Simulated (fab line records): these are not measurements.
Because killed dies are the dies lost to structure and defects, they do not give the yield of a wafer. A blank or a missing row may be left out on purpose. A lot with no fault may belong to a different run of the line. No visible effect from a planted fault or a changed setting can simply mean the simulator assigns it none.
Which of the tools did it? | flow sky130 | 12 lots, 36 wafers sampled, at 4 steps of a route of 708

== WHAT THE GAUGES SHOWED, per wafer ==
SKY_NWELL_RS_MEAS_29: measures by four-point-probe. Usual: for NWELL_RS the level is 625.1 ohm/sq and the standard deviation is 1.6.
lot  | measured     | on            | NWELL_RS (ohm/sq) | flag
L901 | day 5 20:11  | film metro-03 | 624.0 623.8 620.3 |
L902 | day 6 03:58  | film metro-03 | 625.5 624.5 626.7 |
L903 | day 6 11:10  | film metro-01 | 625.0 625.6 626.3 |
L904 | day 6 14:25  | film metro-01 | 624.4 625.4 624.3 |
L905 | day 6 23:06  | film metro-01 | 594.5 593.6 594.5 | OFF
L911 | day 8 11:08  | film metro-01 | 595.9 597.0 596.4 | OFF
L913 | day 9 03:37  | film metro-01 | 593.8 594.0 595.4 | OFF
L915 | day 9 10:15  | film metro-01 | 622.8 623.8 624.7 |
L916 | day 9 16:17  | film metro-01 | 624.0 624.0 622.7 |
L919 | day 10 11:13 | film metro-01 | 622.0 623.4 622.1 |
L920 | day 10 19:07 | film metro-01 | 626.7 624.0 625.1 |
L921 | day 10 21:08 | film metro-03 | 624.1 624.8 627.0 |

SKY_VT_ADJUST_HVTP_OVL_MEAS_08. Usual: for VT_ADJUST_HVTP_OVL the level is -0.5 nm and the standard deviation is 1.5.
lot  | measured     | on         | VT_ADJUST_HVTP_OVL (nm) | flag
L901 | day 6 15:35  | overlay-02 | -1.4 -0.4 0.0           |
L902 | day 6 23:38  | overlay-02 | -0.5 2.0 1.7            |
L903 | day 7 07:14  | overlay-02 | 1.9 1.0 0.2             |
L904 | day 7 10:02  | overlay-02 | 0.2 -0.1 -0.7           |
L905 | day 7 20:05  | overlay-01 | 0.0 -1.0 -0.2           |
L911 | day 9 06:17  | overlay-02 | -1.3 -1.7 -0.9          |
L913 | day 10 03:08 | overlay-01 | 0.0 0.1 1.1             |
L915 | day 10 08:40 | overlay-02 | 0.3 1.3 0.9             |
L916 | day 10 14:58 | overlay-02 | -1.0 -0.1 -1.3          |
L919 | day 11 10:30 | overlay-01 | -1.2 0.5 -0.8           |
L920 | day 11 19:14 | overlay-01 | -1.3 -0.7 -1.4          |
L921 | day 11 21:28 | overlay-01 | -4.6 -3.2 -3.5          |

== TOOL THAT RAN EACH LOT (tool first, then ch and the chambers of the sampled wafers, then the start) ==
lot  | SKY_NWELL_IMPLANT_12           | SKY_NWELL_RTA_28
L901 | implanter-01 ch 0, day 5 01:22 | rtp anneal-02 ch 0, day 5 20:05
L902 | implanter-03 ch 0, day 5 09:07 | rtp anneal-01 ch 0, day 6 03:52
L903 | implanter-01 ch 0, day 5 15:26 | rtp anneal-02 ch 0, day 6 11:04
L904 | implanter-04 ch 0, day 5 19:09 | rtp anneal-02 ch 0, day 6 14:19
L905 | implanter-01 ch 0, day 6 02:38 | rtp anneal-01 ch 0, day 6 23:00
L911 | implanter-03 ch 0, day 7 13:24 | rtp anneal-02 ch 0, day 8 11:02
L913 | implanter-04 ch 0, day 8 08:12 | rtp anneal-02 ch 0, day 9 03:31
L915 | implanter-03 ch 0, day 8 12:50 | rtp anneal-01 ch 0, day 9 10:09
L916 | implanter-03 ch 0, day 8 17:33 | rtp anneal-01 ch 0, day 9 16:11
L919 | implanter-04 ch 0, day 9 12:43 | rtp anneal-01 ch 0, day 10 11:07
L920 | implanter-01 ch 0, day 9 19:20 | rtp anneal-02 ch 0, day 10 19:00
L921 | implanter-04 ch 0, day 9 21:50 | rtp anneal-01 ch 0, day 10 21:02
- SKY_NWELL_IMPLANT_12
- SKY_NWELL_RTA_28: time 30 s.

== WHAT THE TOOLS THEMSELVES READ (means of the sampled wafers that have a number; where no wafer has one, the mark that the record gives instead) ==
SKY_NWELL_RTA_28. Usual: anneal temp c max 1056.7, standard deviation 2.5; lamp power pct 25.31 %, standard deviation 0.052; ramp up c per s 150.00, standard deviation 0.028; wafer_temp_C_max 1055.0, standard deviation 1.
lot  | tool          | anneal temp c max | lamp power pct (%) | ramp up c per s | wafer_temp_C_max | flag
L901 | rtp anneal-02 | 1054.6            | 25.25              | 150.00          | 1055.7           |
L902 | rtp anneal-01 | 1058.5            | 25.28              | 150.01          | 1055.3           |
L903 | rtp anneal-02 | 1054.0            | 25.28              | 150.00          | 1055.3           |
L904 | rtp anneal-02 | 1053.4            | 25.34              | 150.01          | 1054.7           |
L905 | rtp anneal-01 | 1059.4            | 25.30              | 149.98          | 1055.2           |
L911 | rtp anneal-02 | 1054.8            | 25.30              | 149.99          | 1054.7           |
L913 | rtp anneal-02 | 1055.0            | 25.29              | 149.98          | 1055.4           |
L915 | rtp anneal-01 | 1060.3            | 25.31              | 150.02          | 1055.1           |
L916 | rtp anneal-01 | 1058.4            | 25.33              | 150.03          | 1054.7           |
L919 | rtp anneal-01 | 1057.4            | 25.29              | 150.00          | 1055.2           |
L920 | rtp anneal-02 | 1054.6            | 25.28              | 149.99          | 1054.7           |
L921 | rtp anneal-01 | 1060.3            | 25.30              | 150.00          | 1055.1           |

== THE ANSWER, worked out from the rows above alone ==
Rule: lot off if the mean of its wafers having a number is beyond 3 standard deviations from the usual mean. Also off: a lot with no number at a reading for which 4 or more lots have one. Where the step has rows for the other lots, those lots are counted as sound. After the gauges, taken in route order, come the tools' own readings; for these a lot's mean is taken, as printed above. The first step at which some lot is off is used, and at that step the reading that is off furthest; a lot without a number counts as furthest.
Off: at SKY_NWELL_RS_MEAS_29 (NWELL_RS), L905, L911, L913.
A tool fits if, at a process step before that reading, it ran every lot that is off, and no sound lot after the first of them. The gauges at SKY_NWELL_RS_MEAS_29 are tried like those tools. No candidate that was tried fits.

== WHAT THE SIMULATOR PUT IN ==
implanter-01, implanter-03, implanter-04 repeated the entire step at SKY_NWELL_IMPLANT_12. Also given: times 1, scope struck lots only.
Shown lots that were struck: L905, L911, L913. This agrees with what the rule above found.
